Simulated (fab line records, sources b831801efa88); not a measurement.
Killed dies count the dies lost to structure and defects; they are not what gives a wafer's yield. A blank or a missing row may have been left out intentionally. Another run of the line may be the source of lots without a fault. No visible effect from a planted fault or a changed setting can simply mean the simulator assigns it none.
Matching of chambers :: flow sky130 :: SKY_VIA3_CMP_24 on cmp-01 has 4 sister chambers
The step polishes, stops on SiO2, t overpolish 20 s, target thk 0 nm. 4 wafers are shown with their chamber, then 7 later ones without.

## EACH WAFER AND ITS CHAMBER
wafer: L350.6
chamber: 2
motor_current_A (A): 12.5

wafer: L352.6
chamber: 0
motor_current_A (A): 10.2

wafer: L354.2
chamber: 1
motor_current_A (A): 9.6

wafer: L354.4
chamber: 3
motor_current_A (A): 12.1

## WAFERS WITH NO CHAMBER GIVEN
wafer: L354.6
motor_current_A (A): 9.6

wafer: L355.1
motor_current_A (A): 13.3

wafer: L355.3
motor_current_A (A): 10.1

wafer: L355.5
motor_current_A (A): 11.9

wafer: L357.2
motor_current_A (A): 10.1

wafer: L357.4
motor_current_A (A): 9.9

wafer: L357.5
motor_current_A (A): 12.0

## WHICH CHAMBER EACH ONE RAN IN
wafer: L354.6
from the rows above: can't be placed: 1 or 0
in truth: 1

wafer: L355.1
from the rows above: can't be placed: 2 or 3
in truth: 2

wafer: L355.3
from the rows above: can't be placed: 0 or 1
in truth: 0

wafer: L355.5
from the rows above: can't be placed: 3 or 2
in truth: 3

wafer: L357.2
from the rows above: can't be placed: 0 or 1
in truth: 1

wafer: L357.4
from the rows above: can't be placed: 0 or 1
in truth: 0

wafer: L357.5
from the rows above: can't be placed: 3 or 2
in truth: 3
Correctly placed: 0 of 7. Cannot be placed on the basis of these rows: 7; the candidates contain the true chamber in 7. 0 placed wrongly.
How it was worked out, from the rows above alone: a wafer's distance from a chamber is the root of the sum, over the readings, of the square of ((its reading less the chamber's mean) divided by the reading's scatter). If the next closest chamber is less than 2 further off than the closest, the wafer can't be placed; otherwise it belongs to the closest. A chamber's mean is the mean of its shown wafers. The scatter: root of mean squared gap, hidden wafer to nearest shown wafer, with one shown wafer a chamber.
